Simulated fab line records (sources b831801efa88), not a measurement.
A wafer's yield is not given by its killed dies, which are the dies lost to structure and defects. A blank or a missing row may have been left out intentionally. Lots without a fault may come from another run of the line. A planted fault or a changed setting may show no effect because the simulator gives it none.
fab line records -- flow sky130
record lots=6, wafers=17, lastDay=50
route steps=708 shown METAL1@446 VIA1@458 PAD_OPEN@708
lots that met no fault: taken from a fault-free run of the same line
startH: hours from the record's opening day to when the first of the lot's shown wafers began -- waitH: hours elapsed since this lot's preceding step -- " the same as in the row above -- L1.1+2: a row that stands for several wafers -- - no value, or no start was given -- * or withheld: withheld -- < > ~ a bound
route shown NAME@n: names a module that has steps shown in the file, with the first one's number in the route -- usual: the fault-free wafers' mean and standard deviation -- same: alike in all rows -- chamber/n: place in a boat -- sites: each site's reading -- _std_site: standard deviation of those values -- _edge_site: outer sites' mean less inner sites' -- radiusMm: for every site, how far away it sits from the centre of the wafer -- mask NAME#n: copy n -- behind: the last tool/chamber to shape the wafer -- hold: cause of the lot's hold/its duration in hours/its outcome -- device: which transistor (n, p or np) failed to switch -- end of line: the same wafers' tests at the end of the route -- for a step that has no rows: nothing shown but its recipe -- killed: at the first sort, the dies lost to defects and structure; wafer yield is something else -- map: a wafer's dies, x killed, . not, _ none there
set.NAME: setting as actually run; set.NAME@STEP: the setting as run at that earlier step -- model.NAME: the simulator's own value behind a step, which no gauge read
lots at some steps of the route; a table a step, a row a wafer
services: a tool's chamber out of use, with start hour (startH, from the record's first day; less than 0 if before it), hours out, and reason
## steps
# step SKY_METAL1_EXPOSE_12
# recipe maskId=MM1, na=0.8, sourceShape=annular, sigmaInner=0.55, sigmaOuter=0.85, targetCdNm=140, doseMj=28
# step SKY_METAL1_PEB_13
# recipe pebTempC=withheld, pebTimeS=withheld, resist=KrF-thick
# step SKY_METAL1_DEVELOP_14
# recipe developTimeS=60, resist=KrF-thick, devTempC=21
# step SKY_METAL1_CD_MEAS_15
# recipe targetCdNm=140
# usual cdNm=139.4/1.6
lot.wafer,tool,chamber,startH,waitH,cdNm
L941.2,cdSem-01,-,786.95,-,140.0
L941.3,cdSem-01,-,786.95,-,138.7
L941.5,cdSem-01,-,786.95,-,138.9
L944.4,cdSem-01,-,814.44,-,139.4
L944.5,cdSem-01,-,814.44,-,139.5
L944.6,cdSem-01,-,814.44,-,139.2
L948.2,cdSem-01,-,841.10,-,139.3
L948.3,cdSem-01,-,841.10,-,138.6
L948.4,cdSem-01,-,841.10,-,139.7
L949.1,cdSem-01,-,845.79,-,137.7
L949.3,cdSem-01,-,845.79,-,139.3
L949.6,cdSem-01,-,845.79,-,138.8
L954.1,cdSem-01,-,886.09,-,141.4
L954.6,cdSem-01,-,886.09,-,141.9
L961.2,cdSem-01,-,942.61,-,138.1
L961.3,cdSem-01,-,942.61,-,139.6
L961.6,cdSem-01,-,942.61,-,139.1
# step SKY_METAL1_OVL_MEAS_16
# usual METAL1_OVL=-6/5.6
lot.wafer,tool,chamber,startH,waitH,METAL1_OVL[nm]
L941.2,overlay-02,-,787.06,0.1,-3
L941.3,overlay-02,-,787.06,0.1,-6
L941.5,overlay-02,-,787.06,0.1,2
L944.4,overlay-01,-,814.52,0.1,2
L944.5,overlay-01,-,814.52,0.1,2
L944.6,overlay-01,-,814.52,0.1,7
L948.2,overlay-02,-,841.21,0.1,3
L948.3,overlay-02,-,841.21,0.1,1
L948.4,overlay-02,-,841.21,0.1,3
L949.1,overlay-02,-,845.91,0.1,-9
L949.3,overlay-02,-,845.91,0.1,-4
L949.6,overlay-02,-,845.91,0.1,-7
L954.1,overlay-01,-,886.21,0.1,-11
L954.6,overlay-01,-,886.21,0.1,-5
L961.2,overlay-02,-,942.72,0.1,-3
L961.3,overlay-02,-,942.72,0.1,2
L961.6,overlay-02,-,942.72,0.1,-5
# step SKY_METAL1_DESCUM_17
# recipe chemistry=O2, sourcePowerW=150, biasPowerW=0, pressureMtorr=10, tempC=40, timeS=8
# usual drypumpMotorCurrentA=5.68/0.25, oesProductAu=1.001/0.008
lot.wafer,tool,chamber,startH,waitH,drypumpMotorCurrentA,oesProductAu,rfHoursCounterH
L941.2,rieMetal-02,0,787.09,0.0,5.17,1.006,3
L941.3,rieMetal-02,0,787.09,0.0,5.15,1.009,-
L941.5,rieMetal-02,1,787.09,0.0,5.77,1.003,-
L944.4,rieMetal-01,1,814.55,0.0,5.54,1.000,-
L944.5,rieMetal-01,1,814.55,0.0,5.60,1.008,-
L944.6,rieMetal-01,0,814.55,0.0,5.88,0.990,-
L948.2,rieMetal-03,0,841.24,0.0,5.83,0.998,16
L948.3,rieMetal-03,1,841.24,0.0,5.79,1.011,-
L948.4,rieMetal-03,0,841.24,0.0,5.82,1.024,-
L949.1,rieMetal-01,0,845.94,0.0,5.90,0.996,3
L949.3,rieMetal-01,1,845.94,0.0,5.58,1.006,-
L949.6,rieMetal-01,1,845.94,0.0,5.56,0.995,-
L954.1,rieMetal-01,1,886.24,0.0,5.57,1.001,17
L954.6,rieMetal-01,1,886.24,0.0,5.57,0.993,-
L961.2,rieMetal-01,1,942.75,0.0,5.54,1.000,1
L961.3,rieMetal-01,0,942.75,0.0,5.87,0.998,-
L961.6,rieMetal-01,0,942.75,0.0,5.90,1.004,-
# step SKY_METAL1_ETCH_18
# recipe chemistry=N2/H2, target=BARC, ionEnergyEv=200, biasW=100, pressureMtorr=30, n2FlowSccm=100, h2FlowSccm=200, icpW=500, stopOn=SiO2, timeS=45.9, targetDepthA=600
# usual biasW=99.97/0.26, drypumpMotorCurrentA=5.69/0.25, oesProductAu=0.855/0.005, throttleValvePct=13.225/0.0089
lot.wafer,tool,chamber,startH,waitH,biasW,drypumpMotorCurrentA,oesProductAu,rfHoursCounterH,throttleValvePct
L941.2,rieMetal-02,0,787.12,0.0,100.47,5.22,0.853,3,13.245
L941.3,rieMetal-02,0,787.12,0.0,100.06,5.21,0.864,-,13.220
L941.5,rieMetal-02,1,787.12,0.0,99.53,5.79,0.859,-,13.229
L944.4,rieMetal-01,1,814.59,0.0,99.89,5.52,0.859,-,13.231
L944.5,rieMetal-01,1,814.59,0.0,99.72,5.56,0.861,-,13.215
L944.6,rieMetal-01,0,814.59,0.0,100.57,5.90,0.854,-,13.234
L948.2,rieMetal-03,0,841.27,0.0,99.98,5.85,0.860,16,13.233
L948.3,rieMetal-03,1,841.27,0.0,100.03,5.80,0.850,-,13.226
L948.4,rieMetal-03,0,841.27,0.0,99.82,5.81,0.857,-,13.236
L949.1,rieMetal-01,0,845.98,0.0,99.69,5.92,0.853,3,13.231
L949.3,rieMetal-01,1,845.98,0.0,100.14,5.57,0.849,-,13.205
L949.6,rieMetal-01,1,845.98,0.0,100.10,5.55,0.850,-,13.217
L954.1,rieMetal-01,1,886.28,0.0,99.98,5.59,0.855,17,13.224
L954.6,rieMetal-01,1,886.28,0.0,100.22,5.59,0.855,-,13.225
L961.2,rieMetal-01,1,942.78,0.0,100.24,5.57,0.852,1,13.223
L961.3,rieMetal-01,0,942.78,0.0,100.24,5.90,0.859,-,13.237
L961.6,rieMetal-01,0,942.78,0.0,100.31,5.90,0.860,-,13.193
# step SKY_METAL1_METAL_ETCH_19
# recipe targetDepthA=3600, stopOn=SiO2, overEtchFrac=0.3, timeS=78, chemistry=Cl2/BCl3, resistSidewallDeg=88, pressureMtorr=10, icpW=900, biasW=48.5, Cl2_flow_sccm=60, bcl3FlowSccm=30
# usual biasW=48.50/0.15, drypumpMotorCurrentA=5.68/0.25, oesProductAu=0.853/0.0057, throttleValvePct=22.264/0.0092
lot.wafer,tool,chamber,startH,waitH,biasW,drypumpMotorCurrentA,oesProductAu,rfHoursCounterH,throttleValvePct
L941.2,rieMetal-02,0,787.19,0.0,48.62,5.20,0.852,3,22.260
L941.3,rieMetal-02,0,787.19,0.0,48.63,5.19,0.860,-,22.256
L941.5,rieMetal-02,1,787.19,0.0,48.50,5.75,0.852,-,22.270
L944.4,rieMetal-01,1,814.67,0.1,48.28,5.55,0.853,-,22.273
L944.5,rieMetal-01,1,814.67,0.1,48.47,5.54,0.852,-,22.274
L944.6,rieMetal-01,0,814.67,0.1,48.23,5.90,0.854,-,22.235
L948.2,rieMetal-03,0,841.34,0.0,48.51,5.87,0.851,16,22.269
L948.3,rieMetal-03,1,841.34,0.0,48.47,5.80,0.857,-,22.265
L948.4,rieMetal-03,0,841.34,0.0,48.37,5.87,0.853,-,22.264
L949.1,rieMetal-01,0,846.04,0.0,48.45,5.90,0.830,3,22.263
L949.3,rieMetal-01,1,846.04,0.0,48.20,5.54,0.856,-,22.278
L949.6,rieMetal-01,1,846.04,0.0,48.11,5.54,0.837,-,22.257
L954.1,rieMetal-01,1,886.34,0.0,48.28,5.57,0.853,17,22.269
L954.6,rieMetal-01,1,886.34,0.0,48.29,5.54,0.850,-,22.250
L961.2,rieMetal-01,1,942.84,0.0,48.48,5.55,0.859,1,22.278
L961.3,rieMetal-01,0,942.84,0.0,48.59,5.90,0.852,-,22.268
L961.6,rieMetal-01,0,942.84,0.0,48.54,5.93,0.859,-,22.261
# step SKY_METAL1_STRIP_20
# recipe chemistry=O2/N2, powerW=1400, pressureMtorr=1500, platenTempC=withheld, o2FlowSccm=3000, n2FlowSccm=300, overashFraction=0.5
# usual drypumpMotorCurrentA=5.6/0.48, oesProductAu=0.343/0.0045, stripTimeToEndpointS=2.69/0.032
lot.wafer,tool,chamber,startH,waitH,drypumpMotorCurrentA,oesProductAu,rfHoursCounterH,stripTimeToEndpointS
L941.2,plasmaAsher-02,0,787.28,0.1,5.9,0.347,36,2.67
L941.3,plasmaAsher-02,0,787.28,0.1,5.9,0.347,-,2.66
L941.5,plasmaAsher-02,0,787.28,0.1,6.0,0.348,-,2.72
L944.4,plasmaAsher-03,0,814.76,0.1,6.5,0.344,-,2.68
L944.5,plasmaAsher-03,0,814.76,0.1,6.5,0.345,-,2.71
L944.6,plasmaAsher-03,1,814.76,0.1,5.9,0.342,-,2.71
L948.2,plasmaAsher-04,1,841.43,0.1,5.1,0.339,99,2.62
L948.3,plasmaAsher-04,1,841.43,0.1,5.1,0.339,-,2.64
L948.4,plasmaAsher-04,0,841.43,0.1,5.2,0.348,-,2.65
L949.1,plasmaAsher-02,1,846.13,0.1,6.0,0.333,42,2.72
L949.3,plasmaAsher-02,1,846.13,0.1,6.0,0.337,-,2.68
L949.6,plasmaAsher-02,0,846.13,0.1,5.9,0.329,-,2.68
L954.1,plasmaAsher-04,0,886.43,0.1,5.2,0.339,103,2.67
L954.6,plasmaAsher-04,0,886.43,0.1,5.2,0.339,-,2.65
L961.2,plasmaAsher-02,1,942.93,0.1,6.0,0.343,51,2.74
L961.3,plasmaAsher-02,0,942.93,0.1,5.9,0.344,-,2.73
L961.6,plasmaAsher-02,0,942.93,0.1,5.9,0.344,-,2.75
# step SKY_METAL1_STRIP_21
# recipe chemistry=postEtchResidueRemover, timeS=1200, tempC=72.5
# step SKY_METAL1_CLEAN_22
# recipe chemistry=IPA, timeS=180, tempC=25
# step SKY_METAL1_CLEAN_23
# recipe chemistry=O3/DIW, dry=n2Spin
# step SKY_VIA1_HDPCVD_00
# recipe material=SiO2, targetThkNm=1030, sigmaOpenFrac=0.3, timeS=171.7, tempC=400, sih4FlowSccm=60, pressureMtorr=6
lot.wafer,tool,chamber,startH,waitH,model.SiO2_of_VIA1_HDPCVD_00.thkNm
L941.2,hdpcvd-01,0,787.87,0.0,1030
L941.3,hdpcvd-01,1,787.87,0.0,1025
L941.5,hdpcvd-01,0,787.87,0.0,1026
L944.4,hdpcvd-02,1,815.37,0.1,1042
L944.5,hdpcvd-02,0,815.37,0.1,1036
L944.6,hdpcvd-02,2,815.37,0.1,1038
L948.2,hdpcvd-02,1,842.05,0.0,1048
L948.3,hdpcvd-02,0,842.05,0.0,1035
L948.4,hdpcvd-02,1,842.05,0.0,1049
L949.1,hdpcvd-02,0,846.73,0.0,533.8
L949.3,hdpcvd-02,1,846.73,0.0,559.4
L949.6,hdpcvd-02,0,846.73,0.0,1030
L954.1,hdpcvd-02,2,887.43,0.0,532.8
L954.6,hdpcvd-02,2,887.43,0.0,1024
L961.2,hdpcvd-02,0,943.52,0.0,1042
L961.3,hdpcvd-02,1,943.52,0.0,1030
L961.6,hdpcvd-02,1,943.52,0.0,1035
# step SKY_VIA1_THK_MEAS_01
# recipe reads=SiO2_of_VIA1_HDPCVD_00
# usual VIA1_HDPCVD_THK=1034/8.9
lot.wafer,tool,chamber,startH,waitH,VIA1_HDPCVD_THK[nm]
L941.2,filmMetro-04,-,787.99,0.1,1029
L941.3,filmMetro-04,-,787.99,0.1,1024
L941.5,filmMetro-04,-,787.99,0.1,1026
L944.4,filmMetro-02,-,815.46,0.0,1042
L944.5,filmMetro-02,-,815.46,0.0,1036
L944.6,filmMetro-02,-,815.46,0.0,1038
L948.2,filmMetro-02,-,842.18,0.1,1048
L948.3,filmMetro-02,-,842.18,0.1,1035
L948.4,filmMetro-02,-,842.18,0.1,1048
L949.1,filmMetro-04,-,846.84,0.1,534
L949.3,filmMetro-04,-,846.84,0.1,559
L949.6,filmMetro-04,-,846.84,0.1,1030
L954.1,filmMetro-04,-,887.54,0.1,533
L954.6,filmMetro-04,-,887.54,0.1,1024
L961.2,filmMetro-03,-,943.64,0.1,1041
L961.3,filmMetro-03,-,943.64,0.1,1030
L961.6,filmMetro-03,-,943.64,0.1,1035
# step SKY_VIA1_CMP_02
# recipe material=SiO2, downForcePsi=4, platenRpm=60, padVelocityMS=0.94248
# usual motorCurrentA=11.8/1.1
lot.wafer,tool,chamber,startH,waitH,motorCurrentA
L941.3,cmp-01,0,788.09,0.1,10.6
L941.2,cmp-01,1,788.09,0.1,10.7
L941.5,cmp-01,3,788.09,0.1,13.6
L944.4,cmp-02,1,815.64,0.2,12.6
L944.5,cmp-02,2,815.64,0.2,11.9
L944.6,cmp-02,3,815.64,0.2,12.3
L948.2,cmp-01,3,842.23,0.0,14.1
L948.3,cmp-01,1,842.23,0.0,10.7
L948.4,cmp-01,2,842.23,0.0,11.8
L949.1,cmp-02,3,846.95,0.1,12.2
L949.3,cmp-02,1,846.95,0.1,12.5
L949.6,cmp-02,2,846.95,0.1,11.3
L954.1,cmp-01,3,887.60,0.1,14.3
L954.6,cmp-01,3,887.60,0.1,13.9
L961.3,cmp-02,1,943.69,0.0,12.3
L961.2,cmp-02,0,943.69,0.0,10.4
L961.6,cmp-02,2,943.69,0.0,11.8
# step SKY_PAD_OPEN_PROBE_99
# usual defectLimitedYield=82.4/1.9, killed_at_M0_to_M3=44/7, killed_at_M4_up=3.2/1.8, killedAtContacts=24/5.1, killedAtFrontEnd=15/4.3, killedAtOther=0.3/0.5, killedDies=86/9.6, killedOpen=48/7.1, killedShort=38/6.7
# same grossDies=492, killedAtBackSide=0
lot.wafer,tool,chamber,startH,waitH,defectLimitedYield[%],killed_at_M0_to_M3,killed_at_M4_up,killedAtContacts,killedAtFrontEnd,killedAtOther,killedDies,killedOpen,killedShort,model.etest.tester.sortNPass,model.etest.tester.sort_bin_3_pct,model.etest.tester.sortYieldPct,model.etest.met2Comb.leakLog10AUm,model.etest.tester.sort_bin_8_pct,model.etest.tester.sort_bin_4_pct
L941.2,prober-02,-,1093.07,0.1,81.9,56,0,21,12,0,89,49,40,403,0.813,81.91,-12.06,0,0
L941.3,prober-02,-,1093.12,0.2,87.6,39,1,13,8,0,61,30,31,431,1.016,87.6,-11.99,0,0
L941.5,prober-02,-,1093.22,0.2,79.5,58,2,24,16,1,101,63,38,391,0.6098,79.47,-12.02,0,0
L944.4,prober-01,-,1113.81,0.2,83.1,39,5,28,11,0,83,47,34,409,0.2033,83.13,-12.05,0,0
L944.5,prober-01,-,1113.86,0.2,79.7,49,6,25,19,1,100,58,41,392,1.016,79.67,-11.86,0,0
L944.6,prober-01,-,1113.91,0.2,82.9,47,1,20,16,0,84,46,37,408,1.22,82.93,-12.09,0,0
L948.2,prober-01,-,1134.10,0.1,82.9,48,2,16,18,0,84,44,39,408,0.2033,82.93,-12.02,0,0
L948.3,prober-01,-,1134.15,0.2,82.5,43,4,24,13,2,86,46,40,406,0.4065,82.52,-12.08,0,0
L948.4,prober-01,-,1134.20,0.2,80.1,54,7,26,11,0,98,47,51,394,1.423,80.08,-11.98,0,0
L949.1,prober-02,-,1137.30,0.1,84.1,37,7,24,9,1,78,43,35,283,27.44,57.52,-7.496,1.882e-09,0
L949.3,prober-02,-,1137.40,0.2,85.2,41,6,15,10,1,73,38,35,327,19.92,66.46,-8.117,5.42e-08,3.43e-14
L949.6,prober-02,-,1137.55,0.2,85.6,40,2,19,9,1,71,41,30,421,0.2033,85.57,-11.84,0,0
L954.1,prober-01,-,1166.56,0.1,84.3,42,1,21,13,0,77,38,39,282,28.46,57.32,-7.434,4.191e-07,0
L954.6,prober-01,-,1166.81,0.2,81.3,40,5,33,14,0,92,49,42,400,1.423,81.3,-12.12,0,0
L961.2,prober-02,-,1203.20,0.1,82.9,44,4,26,10,0,84,57,27,408,0.4065,82.93,-12.04,0,0
L961.3,prober-02,-,1203.25,0.2,82.9,33,6,30,14,1,84,45,39,408,1.626,82.93,-11.94,0,0
L961.6,prober-02,-,1203.40,0.2,79.1,49,6,27,21,0,103,60,43,389,1.22,79.06,-12.23,0,0
# killed by level:class
L941.2 VIA1:geometricParticle:open=10 CONTACT:geometricParticle:open=10 VIA3:geometricParticle:open=10 METAL2:geometricParticle:short=8 VIA2:geometricParticle:open=7 VIA1:geometricParticle:short=6 CONTACT:geometricParticle:short=5 LI_CONTACT:geometricParticle:short=4
L941.3 VIA1:geometricParticle:open=8 VIA2:geometricParticle:open=8 VIA1:geometricParticle:short=7 CONTACT:geometricParticle:open=4 METAL2:geometricParticle:short=4 POLY_GATE:geometricParticle:short=3 LI_CONTACT:geometricParticle:short=3 LI_CONTACT:geometricParticle:open=3
L941.5 VIA1:geometricParticle:open=13 CONTACT:geometricParticle:open=10 VIA2:geometricParticle:open=9 VIA3:geometricParticle:open=9 VIA1:geometricParticle:short=7 POLY_GATE:geometricParticle:open=6 LI_CONTACT:geometricParticle:open=6 METAL3:geometricParticle:short=6
L944.4 CONTACT:geometricParticle:open=14 VIA1:geometricParticle:open=7 LI_CONTACT:geometricParticle:open=6 VIA3:geometricParticle:open=6 VIA2:geometricParticle:open=5 FIELD_ISO:geometricParticle:short=4 METAL1:geometricParticle:short=4 VIA2:geometricParticle:short=4
L944.5 VIA1:geometricParticle:open=12 CONTACT:geometricParticle:open=10 LI_CONTACT:geometricParticle:open=8 VIA3:geometricParticle:open=7 FIELD_ISO:geometricParticle:open=6 VIA2:geometricParticle:open=6 METAL3:geometricParticle:short=6 CONTACT:geometricParticle:short=5
L944.6 VIA1:geometricParticle:open=13 VIA2:geometricParticle:open=8 CONTACT:geometricParticle:short=7 CONTACT:geometricParticle:open=6 FIELD_ISO:geometricParticle:open=5 VIA1:geometricParticle:short=5 LI_CONTACT:geometricParticle:open=4 METAL1:geometricParticle:short=4
L948.2 VIA1:geometricParticle:open=8 VIA3:geometricParticle:open=8 METAL1:geometricParticle:short=7 FIELD_ISO:geometricParticle:open=6 LI_CONTACT:geometricParticle:open=6 VIA2:geometricParticle:open=6 VIA1:geometricParticle:short=5 POLY_GATE:geometricParticle:open=4
L948.3 VIA1:geometricParticle:open=11 CONTACT:geometricParticle:open=8 VIA2:geometricParticle:open=8 VIA1:geometricParticle:short=8 FIELD_ISO:geometricParticle:short=6 LI_CONTACT:geometricParticle:open=6 LOCAL_INTERCONNECT:geometricParticle:short=5 VIA3:geometricParticle:open=5
L948.4 CONTACT:geometricParticle:open=16 METAL1:geometricParticle:short=10 VIA1:geometricParticle:open=9 METAL2:geometricParticle:short=6 VIA2:geometricParticle:short=6 VIA3:geometricParticle:open=6 METAL4:geometricParticle:short=6 POLY_GATE:geometricParticle:short=5
L949.1 VIA2:geometricParticle:open=8 CONTACT:geometricParticle:open=7 VIA1:geometricParticle:open=6 LI_CONTACT:geometricParticle:open=6 METAL2:geometricParticle:short=6 CONTACT:geometricParticle:short=4 VIA1:geometricParticle:short=4 METAL4:geometricParticle:short=4
L949.3 CONTACT:geometricParticle:open=7 VIA1:geometricParticle:open=7 VIA2:geometricParticle:open=6 VIA1:geometricParticle:short=5 METAL2:geometricParticle:short=5 METAL4:geometricParticle:short=5 VIA3:geometricParticle:open=4 FIELD_ISO:geometricParticle:open=3
L949.6 CONTACT:geometricParticle:open=11 VIA1:geometricParticle:open=9 METAL2:geometricParticle:short=7 VIA3:geometricParticle:open=7 LI_CONTACT:geometricParticle:open=5 VIA2:geometricParticle:short=4 FIELD_ISO:geometricParticle:short=3 VIA3:geometricParticle:short=3
L954.1 VIA1:geometricParticle:open=10 LI_CONTACT:geometricParticle:open=8 VIA1:geometricParticle:short=7 CONTACT:geometricParticle:open=6 METAL1:geometricParticle:short=6 VIA2:geometricParticle:open=6 FIELD_ISO:geometricParticle:short=4 CONTACT:geometricParticle:short=4
L954.6 CONTACT:geometricParticle:open=11 VIA1:geometricParticle:open=10 LI_CONTACT:geometricParticle:open=8 METAL3:geometricParticle:short=6 CONTACT:geometricParticle:short=6 METAL2:geometricParticle:short=5 VIA3:geometricParticle:open=5 POLY_GATE:geometricParticle:open=4
L961.2 LI_CONTACT:geometricParticle:open=11 VIA2:geometricParticle:open=11 CONTACT:geometricParticle:open=8 VIA1:geometricParticle:open=7 METAL2:geometricParticle:open=5 VIA3:geometricParticle:open=5 METAL2:geometricParticle:short=4 VIA2:geometricParticle:short=4
L961.3 POLY_GATE:geometricParticle:open=8 LI_CONTACT:geometricParticle:open=8 LOCAL_INTERCONNECT:geometricParticle:short=8 VIA2:geometricParticle:open=7 VIA1:geometricParticle:open=7 CONTACT:geometricParticle:open=6 METAL4:geometricParticle:short=6 METAL1:geometricParticle:short=4
L961.6 CONTACT:geometricParticle:open=15 VIA1:geometricParticle:open=10 VIA3:geometricParticle:open=9 METAL1:geometricParticle:short=7 VIA2:geometricParticle:open=7 POLY_GATE:geometricParticle:open=6 LI_CONTACT:geometricParticle:open=6 POLY_GATE:geometricParticle:short=4
## services
tool,chamber,startH,hours,kind
cmp-02,-,778.22,2.4,repair
hdpcvd-02,0,787.72,21.1,repair
cmp-01,-,793.64,0.8,repair
rieMetal-02,-,802.57,5.0,repair
cmp-02,-,812.36,0.7,repair
cmp-02,-,813.61,0.7,repair
cmp-02,-,818.84,4.5,repair
hdpcvd-01,-,828.69,2.8,pm
cmp-02,-,829.30,10.2,pm
cmp-02,-,840.83,2.5,repair
hdpcvd-02,1,849.22,19.8,repair
hdpcvd-01,-,855.02,2.8,repair
cmp-01,-,855.69,1.4,repair
plasmaAsher-03,-,859.04,0.6,repair
plasmaAsher-02,-,863.32,0.7,repair
cmp-02,-,863.40,0.8,repair
rieMetal-02,-,872.29,2.7,repair
hdpcvd-02,-,881.68,1.6,repair
rieMetal-01,-,888.76,1.3,repair
cmp-01,-,894.98,3.8,repair
plasmaAsher-02,-,895.49,0.8,repair
hdpcvd-01,-,908.22,1.1,repair
cmp-02,-,909.80,1.5,repair
cmp-02,-,912.11,4.0,pm
## key
firstSign step=SKY_VIA1_THK_MEAS_01, reading=VIA1_HDPCVD_THK, direction=down, sigmas=55, usual=1034, struck=542
effect none on later readings
modelEffect step=SKY_VIA1_HDPCVD_00, value=SiO2_of_VIA1_HDPCVD_00.thkNm, without=1031, struck=542
modelEffect step=SKY_PAD_OPEN_PROBE_99, value=etest.tester.sortNPass, without=416, struck=297.3
metAt SKY_VIA1_HDPCVD_00
struckWafers L949.1,L949.3,L954.1
onsetBetween 842.05 846.73
fault kind=processParameterDrift, tool=hdpcvd-02, chamber=-, onsetH=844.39, steps=SKY_VIA1_HDPCVD_00, channel=targetThkNm, offset=-488.6, shape=step, endH=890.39, scope=struckWafersOnly, actsIn=theseRecipesOnly, stated=1030
